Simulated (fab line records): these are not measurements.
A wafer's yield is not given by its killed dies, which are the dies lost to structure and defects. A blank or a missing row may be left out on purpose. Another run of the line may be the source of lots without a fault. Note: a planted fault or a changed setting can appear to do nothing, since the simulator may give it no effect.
2 desks, one fault / flow gf180mcu / each desk holds nothing but its own numbers, with what lay behind them at the end

== THE TOOL OWNER'S DESK: pecvd-03 ==
The tool's own readings at GF_V5_CVD_02 (deposits SiO2 from TEOS, target thk 1450 nm, time 163.28 s): means of the sampled wafers that have a number, for each lot that ran on this tool. If a lot's mean is further than 4 standard deviations from the usual mean, the lot is out of limits and carries the mark OUT (the distance appears in the brackets).
Columns: A = heater-power-w at GF_V5_CVD_02, usual 634 W
lot=L696; first seen here=day 26 07:41; A=603
lot=L702; first seen here=day 28 05:05; A=501
lot=L707; first seen here=day 30 02:34; A=647
lot=L708; first seen here=day 30 04:48; A=514
This desk's finding: nothing out of limits on any of the 4 lots.

== THE METROLOGY DESK ==
Lot by lot, what the gauges showed, no matter which tool ran the lot: averages of those sampled wafers that carry a number. If a lot's mean is further than 4 standard deviations from the usual mean, the lot is out of limits and carries the mark OUT (the distance appears in the brackets).
Columns: A = PASSIVATION_BOW at GF_PASSIVATION_BOW_MEAS_14, usual 136 um
lot=L696; first seen here=day 29 00:29; A=129
lot=L697; first seen here=day 29 08:08; A=132
lot=L698; first seen here=day 29 18:13; A=131
lot=L699; first seen here=day 29 18:49; A=120
lot=L701; first seen here=day 30 11:19; A=154
lot=L702; first seen here=day 30 17:59; A=140
lot=L704; first seen here=day 31 08:43; A=138
lot=L706; first seen here=day 31 19:25; A=156
lot=L707; first seen here=day 32 12:21; A=138
lot=L708; first seen here=day 32 13:50; A=133
lot=L714; first seen here=day 33 21:27; A=148
lot=L716; first seen here=day 34 04:39; A=136
lot=L718; first seen here=day 34 17:30; A=122
This desk's finding: nothing out of limits on any of the 13 lots.

== TAKEN TOGETHER ==
Nothing out of limits was seen by the tool owner's desk.
The metrology desk saw nothing out of limits.

== WHAT THE SIMULATOR HAD INSERTED ==
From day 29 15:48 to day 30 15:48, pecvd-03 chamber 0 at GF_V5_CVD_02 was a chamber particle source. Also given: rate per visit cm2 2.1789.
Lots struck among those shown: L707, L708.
